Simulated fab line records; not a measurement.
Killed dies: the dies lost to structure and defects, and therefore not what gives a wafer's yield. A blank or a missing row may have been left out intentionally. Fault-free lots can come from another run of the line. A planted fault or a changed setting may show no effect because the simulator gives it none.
Problem report in the 8D (eight disciplines) form, filled by code + flow sky130 + the parts of the form that need people (team, actions taken, sign-off) are left out

1. WHAT WENT WRONG
runLengthS at SKY_FIELD_ISO_ETCH_17 reads a mean of 138.5 s on 3 wafers of 2 lots; wafers without a fault read 126.0 s with a standard deviation of 0.4. Relative to the usual mean, that is a shift of +31 standard deviations.
The step: etches Si in HBr/Cl2/O2, target depth 342 nm, time 97.7 s.
The first sign was on wafer L475.1 at day 5 21:06, on rieSi-01. The record has a number at this step for 17 wafers belonging to 6 lots. Rule for "out" (also "out of limits"): further than 4 standard deviations from the usual mean. Any other wafer with a number is counted as sound.

2. WHAT THIS IS AND IS NOT
| question                    | is                     | is not                                                                    |
|-----------------------------|------------------------|---------------------------------------------------------------------------|
| which readings at this step | runLengthS             | drypumpMotorCurrentA, throttleValvePct                                    |
| which lots                  | L475, L478             | L459, L460, L466, L480                                                    |
| which wafers of those lots  | L475.1, L475.6, L478.6 | L475.5, L478.4                                                            |
| read on which tools         | rieSi-01               | rieSi-02                                                                  |
| when                        | from day 5 21:06       | up to then (10 sound wafers); but 4 sound wafers of L478, L480 came after |

3. WHAT RULES OUT EACH SUSPECT
Counting: if a tool at a process step up to the reading ran every lot that is out, it stays a suspect. Sound lots after the first of them don't rule it out here, since some wafers of a struck lot are sound.
- rieDiel-01 at SKY_FIELD_ISO_ETCH_14 (etches BARC in N2/H2, stops on SiO2, time 45.9 s, target depth 60 nm): kept. It ran every lot that is out, first L475 (day 5 20:54).
- rieDiel-01 at SKY_FIELD_ISO_ETCH_15 (etches the open film in CHF3/O2, stops on Si, target depth 180 nm, time 72 s): kept. It ran every lot that is out, first L475 (day 5 20:56).
- rieSi-01 at SKY_FIELD_ISO_ETCH_17 (etches Si in HBr/Cl2/O2, target depth 342 nm, time 97.7 s): kept. Every lot that is out went through it, the first being L475 (day 5 21:06); the last sound lot it ran before that was L460 (day 2 21:21). Its own runLengthS readings are out on those wafers.
rieDiel-01 at SKY_FIELD_ISO_ETCH_14, rieDiel-01 at SKY_FIELD_ISO_ETCH_15 and rieSi-01 at SKY_FIELD_ISO_ETCH_17 are what is left after counting.

4. THE CAUSE (what the simulator had put in)
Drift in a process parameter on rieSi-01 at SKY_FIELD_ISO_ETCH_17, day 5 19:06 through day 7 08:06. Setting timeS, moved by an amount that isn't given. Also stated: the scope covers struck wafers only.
3 suspects survive the count, and this tool is in that group.

5. THE EFFECT CHAIN, in route order
One row per reading whose mean, taken over the struck wafers that have a number, lies over 3 standard deviations from the usual. Only readings whose record carries a usual standard deviation are examined. hours: median over the lots of the time between each lot's start at the first step of this table that gives one and its start at this step. sigmas: the change, counted in usual standard deviations.
| hours | step                  | reading    | usual   | on struck wafers | change | sigmas |
|-------|-----------------------|------------|---------|------------------|--------|--------|
| 0     | SKY_FIELD_ISO_ETCH_17 | runLengthS | 126.0 s | 138.5            | +12.5  | +31    |
It contains these process steps:
- SKY_FIELD_ISO_ETCH_17: etches Si in HBr/Cl2/O2, target depth 342 nm, time 97.7 s.

6. HOW IT WOULD HAVE BEEN CAUGHT EARLIER
The fault began at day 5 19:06; the first out-of-limits reading in this record came at day 5 21:06, 2 hours later.
